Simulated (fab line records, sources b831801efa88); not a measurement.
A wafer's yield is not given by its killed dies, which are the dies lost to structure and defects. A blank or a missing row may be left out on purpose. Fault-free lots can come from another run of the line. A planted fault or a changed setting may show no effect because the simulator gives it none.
Matching of chambers    flow gf180mcu    GF_V3_ETCH_16 on rieDiel-03: 4 sister chambers
The step etches BARC in N2/H2. 8 wafers are shown with their chamber, then 10 later ones without.

== EACH WAFER AND ITS CHAMBER ==
wafer   chamber  drypumpMotorCurrentA (A)  oesProductAu (a.u.)
L077.3  3        5.9                       0.861
L079.4  1        5.3                       0.849
L084.6  2        5.2                       0.858
L085.1  2        5.2                       0.856
L085.5  0        5.7                       0.858
L085.6  3        5.8                       0.860
L088.1  0        5.7                       0.852
L088.3  1        5.3                       0.858

== WAFERS WHOSE CHAMBER IS MISSING ==
wafer   drypumpMotorCurrentA (A)  oesProductAu (a.u.)
L088.5  5.7                       0.857
L090.2  5.3                       0.856
L090.4  5.7                       0.861
L090.6  5.8                       0.853
L096.1  5.2                       0.855
L096.2  5.2                       0.855
L096.4  5.8                       0.853
L097.1  5.3                       0.851
L097.2  5.9                       0.863
L097.6  5.8                       0.866

== WHICH CHAMBER EACH ONE RAN IN ==
wafer    from the rows above       in truth
L088.5   0                         0
L090.2   1                         1
L090.4   0                         0
L090.6   can't be placed: 3 or 0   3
L096.1   2                         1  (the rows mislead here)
L096.2   2                         2
L096.4   can't be placed: 3 or 0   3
L097.1   1                         1
L097.2   3                         3
L097.6   can't be placed: 3 or 0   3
Correctly placed: 6 of 10. Can't be placed from these rows: 3 (the true chamber is among the candidates in 3). Placed wrongly: 1.
How it was worked out, from the rows above alone: a wafer's distance from a chamber is the root of the sum, over the readings, of the square of ((its reading less the chamber's mean) divided by the reading's scatter). The wafer belongs to the nearest chamber; if the next one is less than 2 further off, it can't be placed. The mean given for a chamber averages the wafers shown for that chamber. The scatter: the root of (the sum of the squares of (reading less its chamber's mean) over the shown wafers, divided by (wafers less chambers)).
